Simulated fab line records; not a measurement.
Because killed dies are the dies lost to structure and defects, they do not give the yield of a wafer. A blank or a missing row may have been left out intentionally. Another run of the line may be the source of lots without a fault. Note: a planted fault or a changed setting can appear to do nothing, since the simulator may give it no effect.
Matching of chambers	flow sky130	4 sister chambers for SKY_CONTACT_ETCH_16 on rieDiel-03
The step etches BARC in N2/H2, stops on SiO2, time 45.9 s, target depth 60 nm. 20 wafers are shown with their chamber, then 10 later ones without.

## WAFERS PAIRED WITH THEIR CHAMBERS
wafer	chamber	drypumpMotorCurrentA (A)	throttleValvePct (%)	n2FlowSccm (sccm)
L078.1	0	6.1	13.237	99.97
L078.3	3	6.2	13.234	100.59
L078.6	3	6.2	13.220	99.93
L079.1	1	5.7	13.230	100.15
L079.2	2	6.1	13.232	100.57
L079.5	2	6.1	13.216	100.59
L080.1	0	6.1	13.224	100.34
L080.3	2	6.1	13.218	100.06
L080.4	3	6.2	13.231	99.82
L084.2	2	6.2	13.231	99.50
L084.5	0	6.1	13.225	99.81
L084.6	3	6.2	13.202	100.31
L085.1	3	6.2	13.230	99.91
L085.2	0	6.1	13.229	100.04
L085.4	2	6.2	13.211	100.49
L088.1	2	6.2	13.218	99.67
L088.2	0	6.1	13.241	99.90
L088.4	1	5.7	13.220	100.41
L092.1	3	6.2	13.223	100.11
L092.2	0	6.1	13.240	100.12

SIGNATURES, as means of the wafers listed above
reading	chamber 0	chamber 1	chamber 2	chamber 3	scatter within a chamber
drypumpMotorCurrentA	6.100	5.700	6.150	6.200	0.0306
throttleValvePct	13.23267	13.22500	13.22100	13.22333	0.00931
n2FlowSccm	100.0300	100.2800	100.1467	100.1117	0.334
Rule: for a wafer and a chamber, the distance is found by dividing, reading by reading, the gap between the wafer's reading and the chamber's mean by the reading's scatter, squaring, summing and taking the root. The wafer belongs to the nearest chamber; if the next one is less than 2 further off, it can't be placed. How the scatter is found: for the shown wafers, subtract from each reading the mean of its chamber, square and add these, divide the total by (wafers less chambers), then take the root.

## WAFERS MISSING THEIR CHAMBER
wafer	drypumpMotorCurrentA (A)	throttleValvePct (%)	n2FlowSccm (sccm)
L092.5	5.7	13.226	99.43
L091.1	6.2	13.219	100.04
L091.4	5.7	13.221	99.75
L091.6	6.1	13.210	99.80
L095.1	5.7	13.230	99.79
L095.3	6.2	13.226	99.68
L095.4	6.1	13.242	100.31
L097.2	6.2	13.206	99.99
L097.3	5.7	13.219	100.03
L097.5	5.7	13.228	100.27

## EACH ONE'S CHAMBER
wafer	from the rows above	in truth
L092.5	1	1
L091.1	can't be placed: 3 or 2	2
L091.4	1	1
L091.6	can't be placed: 2 or 0 or 3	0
L095.1	1	1
L095.3	can't be placed: 3 or 2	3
L095.4	can't be placed: 0 or 2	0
L097.2	can't be placed: 3 or 2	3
L097.3	1	1
L097.5	1	1
Correct placement for 5 of the 10. These rows do not allow placing 5 (true chamber among the candidates in 5). Wrongly placed: 0.
